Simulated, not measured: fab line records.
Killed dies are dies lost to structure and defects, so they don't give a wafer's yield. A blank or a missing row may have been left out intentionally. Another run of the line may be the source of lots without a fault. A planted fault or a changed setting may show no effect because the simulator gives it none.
fab line records	flow sky130
record lots=10	wafers=30	last-day=50
route steps=708 shown FIELD_ISO@18 NWELL@34 PWDE@55
lots untouched by any fault: they come from a run of this same line in which no faults occurred
start-h: start of the lot's first displayed wafer, in hours after the record's first day	wait-h: hours elapsed since this lot's preceding step	" as in the row above	L1.1+2: one row covering several wafers at once	- value missing, or start not given	* or withheld: withheld	< > ~ a bound
route shown NAME@n: NAME is a module with steps in the file, n the number in the route of the first one	usual: mean/standard deviation of fault-free wafers	same: alike in all rows	chamber/n: place in a boat	sites: per-site readings	_std_site: the values' standard deviation	_edge_site: inner sites' mean taken away from outer sites' mean	radius-mm: for every site, how far away it sits from the centre of the wafer	mask NAME#n: copy n	behind: the most recent tool/chamber to have shaped the wafer	hold: what put the lot on hold/how long, in hours/how the hold closed	device: the n, p or np transistor that did not switch	end of line: the same wafers' tests at the end of the route	a step given without rows: its recipe and nothing more	killed: dies that structure and defects cost at the first sort, which is not the same as the wafer's yield	map: dies across one wafer; x = killed, . = not, _ = none there
set.NAME: the setting that was run; set.NAME@STEP: the one run at that earlier step	model.NAME: the simulator's own value behind a step, which no gauge read
the route's steps for a sample of lots (tables are steps, rows are wafers)
services: the hour from which a tool's chamber was out of use, counted from the record's first day as start-h (under 0 if before that day), plus the number of hours and why
## steps
# step SKY_FIELD_ISO_ETCH_17
# recipe target-depth-a=3420	mask-material=Si3N4	chemistry=HBr/Cl2/O2	target=Si	taper-deg=5	icp-w=600	bias-w=150	pressure-mtorr=15	HBr_flow_sccm=150	Cl2_flow_sccm=40	O2_flow_sccm=6	time-s=97.7
# usual drypump-motor-current-A=5.9/0.47	he-backside-leak-sccm=2.56/0.28	mfc-cl2-sccm=40.00/0.11	oes-product-au=0.993/0.014	throttle-valve-pct=25.661/0.013
lot.wafer	tool	chamber	start-h	wait-h	drypump-motor-current-A	he-backside-leak-sccm	mfc-cl2-sccm	oes-product-au	rf-hours-counter-h	throttle-valve-pct
L632.2	rie-si-01	0	28.80	0.1	6.4	2.80	40.02	1.012	49	25.660
L632.3	"	2	"	"	5.0	2.38	39.92	1.008	43	25.646
L632.5	"	3	"	"	6.5	3.19	39.89	1.028	-	25.631
L640.1	rie-si-01	0	72.39	0.1	6.4	2.77	40.01	1.002	50	25.657
L640.2	"	3	"	"	6.5	2.30	40.19	1.022	14	25.643
L640.3	"	1	"	"	6.0	2.36	39.96	0.997	5	25.664
L643.3	rie-si-01	0	87.59	0.0	6.4	2.77	39.90	0.995	50	25.663
L643.4	"	3	"	"	6.5	2.49	39.94	1.029	14	25.627
L643.5	"	3	"	"	6.5	2.39	39.91	1.028	-	25.637
L646.1	rie-si-01	2	102.42	0.1	5.0	2.42	39.90	0.998	43	25.666
L646.5	"	1	"	"	6.0	2.47	40.10	1.002	-	25.645
L646.6	"	0	"	"	6.4	2.81	40.05	0.996	-	25.653
L647.2	rie-si-02	2	107.03	0.1	5.8	2.42	40.10	0.997	2	25.648
L647.4	"	3	"	"	6.0	2.35	40.14	0.992	26	25.675
L647.5	"	2	"	"	5.8	2.36	39.81	0.990	-	25.656
L648.1	rie-si-02	2	111.84	0.1	5.8	2.52	40.10	0.991	2	25.651
L648.2	"	3	"	"	5.9	2.45	40.00	0.983	27	25.667
L648.6	"	0	"	"	6.2	2.88	39.87	0.989	-	25.660
L649.1	rie-si-02	1	117.78	0.1	5.4	2.33	40.03	0.982	8	25.677
L649.3	"	0	"	"	6.1	2.83	40.03	0.976	39	25.685
L649.5	"	3	"	"	5.9	2.42	40.00	0.983	-	25.674
L651.1	rie-si-01	0	126.69	0.1	6.5	2.99	39.92	0.990	50	25.656
L651.4	"	1	"	"	6.0	2.41	39.95	0.991	5	25.658
L651.5	"	3	"	"	6.5	2.54	40.00	1.016	-	25.643
L652.1	rie-si-02	3	145.04	0.1	6.0	2.31	40.11	0.975	27	25.685
L652.4	"	0	"	"	6.2	2.95	40.05	0.971	39	25.688
L652.5	"	2	"	"	5.8	2.55	40.01	0.973	-	25.665
L654.1	rie-si-01	3	145.53	0.1	6.5	2.52	39.98	1.016	15	25.651
L654.3	"	2	"	"	5.0	2.48	40.09	0.986	44	25.659
L654.5	"	0	"	"	6.4	2.77	39.96	0.987	-	25.658
# step SKY_NWELL_THK_MEAS_02
# recipe reads=SiO2_of_NWELL_OXIDATION_01
# usual NWELL_OXIDATION_THK=9.94/0.18
lot.wafer	tool	chamber	start-h	wait-h	NWELL_OXIDATION_THK[nm]
L632.2	film-metro-04	-	36.06	0.0	10.02
L632.3	"	-	"	"	10.13
L632.5	"	-	"	"	9.95
L640.1	film-metro-04	-	80.52	0.0	10.74
L640.2	"	-	"	"	10.78
L640.3	"	-	"	"	10.73
L643.3	film-metro-04	-	94.90	0.0	10.69
L643.4	"	-	"	"	10.63
L643.5	"	-	"	"	10.58
L646.1	film-metro-02	-	108.38	0.0	9.71
L646.5	"	-	"	"	9.63
L646.6	"	-	"	"	9.76
L647.2	film-metro-02	-	113.04	0.0	10.01
L647.4	"	-	"	"	10.06
L647.5	"	-	"	"	9.95
L648.1	film-metro-02	-	118.53	0.0	10.31
L648.2	"	-	"	"	10.29
L648.6	"	-	"	"	10.29
L649.1	film-metro-02	-	124.32	0.0	10.04
L649.3	"	-	"	"	9.88
L649.5	"	-	"	"	9.78
L651.1	film-metro-02	-	138.90	0.0	10.05
L651.4	"	-	"	"	9.92
L651.5	"	-	"	"	9.88
L652.1	film-metro-02	-	154.56	0.0	10.35
L652.4	"	-	"	"	10.09
L652.5	"	-	"	"	9.96
L654.1	film-metro-03	-	154.56	0.0	9.93
L654.3	"	-	"	"	9.92
L654.5	"	-	"	"	9.98
# step SKY_PWDE_TW_MEAS_10
# usual PWDE_TW=372/4.2
lot.wafer	tool	chamber	start-h	wait-h	PWDE_TW
L632.2	film-metro-04	-	66.86	0.1	367
L632.3	"	-	"	"	369
L632.5	"	-	"	"	368
L640.1	film-metro-04	-	115.90	0.1	367
L640.2	"	-	"	"	367
L640.3	"	-	"	"	368
L643.3	film-metro-04	-	130.17	0.1	366
L643.4	"	-	"	"	367
L643.5	"	-	"	"	366
L646.1	film-metro-03	-	145.36	0.1	378
L646.5	"	-	"	"	375
L646.6	"	-	"	"	375
L647.2	film-metro-02	-	150.56	0.1	372
L647.4	"	-	"	"	370
L647.5	"	-	"	"	370
L648.1	film-metro-04	-	156.41	0.1	370
L648.2	"	-	"	"	368
L648.6	"	-	"	"	368
L649.1	film-metro-03	-	162.55	0.1	378
L649.3	"	-	"	"	377
L649.5	"	-	"	"	375
L651.1	film-metro-03	-	179.26	0.1	377
L651.4	"	-	"	"	377
L651.5	"	-	"	"	377
L652.1	film-metro-02	-	196.26	0.1	371
L652.4	"	-	"	"	370
L652.5	"	-	"	"	373
L654.1	film-metro-04	-	196.50	0.1	372
L654.3	"	-	"	"	370
L654.5	"	-	"	"	370
# step SKY_NWELL_STRIP_25
# recipe chemistry=O2/N2	power-w=1400	pressure-mtorr=1500	platen-temp-c=withheld	o2-flow-sccm=3000	n2-flow-sccm=300	overash-fraction=0.5
# usual drypump-motor-current-A=5.8/0.47	oes-product-au=0.724/0.0046	strip-time-to-endpoint-s=37.00/0.12
lot.wafer	tool	chamber	start-h	wait-h	drypump-motor-current-A	oes-product-au	rf-hours-counter-h	strip-time-to-endpoint-s
L632.2	plasma-asher-04	0	100.45	0.1	6.6	0.719	29	36.89
L632.3	"	1	"	"	5.4	0.723	-	36.98
L632.5	"	0	"	"	6.7	0.723	-	36.87
L640.1	plasma-asher-04	1	154.65	0.1	5.4	0.718	34	36.85
L640.2	"	0	"	"	6.7	0.718	34	36.96
L640.3	"	0	"	"	6.6	0.730	-	36.90
L643.3	plasma-asher-04	1	171.27	0.1	5.4	0.732	-	37.01
L643.4	"	0	"	"	6.6	0.718	-	36.99
L643.5	"	1	"	"	5.4	0.720	-	36.99
L646.1	plasma-asher-02	1	186.20	0.1	5.8	0.723	50	36.92
L646.5	"	0	"	"	5.7	0.722	-	37.04
L646.6	"	1	"	"	5.8	0.731	-	36.98
L647.2	plasma-asher-02	0	191.70	0.1	5.7	0.723	50	37.10
L647.4	"	0	"	"	5.7	0.730	-	37.05
L647.5	"	1	"	"	5.8	0.719	-	37.03
L648.1	plasma-asher-02	1	198.95	0.1	5.8	0.720	51	37.02
L648.2	"	0	"	"	5.7	0.727	51	37.00
L648.6	"	1	"	"	5.8	0.726	-	36.86
L649.1	plasma-asher-02	0	203.59	0.1	5.7	0.718	52	37.00
L649.3	"	1	"	"	5.8	0.717	-	37.03
L649.5	"	1	"	"	5.8	0.716	-	36.99
L651.1	plasma-asher-04	0	221.85	0.1	6.6	0.723	40	37.05
L651.4	"	0	"	"	6.5	0.715	-	36.88
L651.5	"	0	"	"	6.6	0.727	-	36.98
L652.1	plasma-asher-02	1	240.29	0.1	5.8	0.722	56	36.99
L652.4	"	1	"	"	5.8	0.722	-	36.97
L652.5	"	1	"	"	5.8	0.722	-	36.88
L654.1	plasma-asher-03	0	240.50	0.1	6.1	0.725	10	36.82
L654.3	"	1	"	"	5.1	0.730	-	36.93
L654.5	"	0	"	"	6.1	0.721	-	36.96
## services
tool	chamber	start-h	hours	kind
rie-si-01	1	27.28	7.4	repair
plasma-asher-03	-	29.00	1.6	repair
rie-si-02	-	30.85	3.1	repair
rie-si-01	1	51.53	4.8	repair
plasma-asher-04	-	64.67	1.0	repair
rie-si-02	1	71.98	12.8	repair
plasma-asher-02	-	94.04	2.8	pm
plasma-asher-04	-	108.21	15.2	pm
plasma-asher-03	-	108.75	9.0	pm
plasma-asher-03	0	108.75	9.0	vent-cycle
plasma-asher-03	1	108.75	9.0	vent-cycle
plasma-asher-03	-	110.15	2.1	repair
plasma-asher-03	0	117.75	-	clean
plasma-asher-03	1	117.75	-	clean
plasma-asher-03	-	125.23	1.4	repair
plasma-asher-02	-	143.26	14.6	pm
rie-si-01	1	153.74	2.9	repair
plasma-asher-04	-	160.43	8.6	repair
rie-si-01	2	182.16	12.6	repair
plasma-asher-03	-	213.92	7.7	repair
plasma-asher-03	-	221.58	14.6	pm
rie-si-02	2	226.88	2.2	repair
## key
first-sign step=SKY_NWELL_THK_MEAS_02	reading=NWELL_OXIDATION_THK	direction=up	sigmas=4.2	usual=9.94	struck=10.69
effect none on later readings
met-at SKY_NWELL_THK_MEAS_02
struck-lots L640,L643
sort-left-out L643.3,L643.4,L643.5
tester-left-out L640,L643
not-acting-at SKY_FIELD_ISO_ETCH_17,SKY_PWDE_TW_MEAS_10,SKY_NWELL_STRIP_25
onset-between 36.06 80.52
fault kind=metrology-matching-offset	tool=film-metro-04	chamber=-	onset-h=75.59	steps=SKY_NWELL_THK_MEAS_02	param=thk-nm	offset=0.74095
# tester-left-out: of these lots the tester's yield and bins aren't shown, on N5 and GAA mostly nor the transistor test; their killed dies are dies lost to structure and defects alone, not to doping, threshold or leakage, so they don't give the yield
# sort-left-out: the simulated sort isn't trusted on such a fault, so these wafers' sort isn't shown, and their yield isn't known
